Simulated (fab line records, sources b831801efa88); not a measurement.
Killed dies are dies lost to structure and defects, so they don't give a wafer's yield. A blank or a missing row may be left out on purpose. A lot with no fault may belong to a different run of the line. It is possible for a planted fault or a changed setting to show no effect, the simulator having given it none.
Chamber matching ; flow gf180mcu ; GF_STI_WET_ETCH_20 on wetBench-01: 3 sister chambers
The step etches SiO2 in dHF, target depth 20 nm, time 400 s. 3 wafers are shown with their chamber, then 4 later ones without.

WAFERS WITH THEIR CHAMBER
wafer;chamber;tempC (C)
L809.5;0;24.97
L812.6;3;24.95
L815.4;1;24.89

WAFERS MISSING THEIR CHAMBER
wafer;tempC (C)
L815.5;24.82
L827.1;25.06
L827.3;25.20
L827.6;24.99

WHICH CHAMBER EACH WENT THROUGH
wafer;from the rows above;in truth
L815.5;can't be placed: 1 or 3 or 0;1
L827.1;can't be placed: 0 or 3 or 1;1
L827.3;can't be placed: 0 or 3 or 1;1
L827.6;can't be placed: 0 or 3 or 1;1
0 of 4 placed correctly. Can't be placed from these rows: 4 (the true chamber is among the candidates in 4). Wrongly placed: 0.
How it was worked out, from the rows above alone: a wafer's distance from a chamber is the root of the sum, over the readings, of the square of ((its reading less the chamber's mean) divided by the reading's scatter). The wafer belongs to the nearest chamber; if the next one is less than 2 further off, it can't be placed. Each chamber's mean is taken over the wafers shown for it. The scatter (one wafer shown for each chamber): square how far every hidden wafer sits from the nearest shown wafer, average those squares and take the square root.
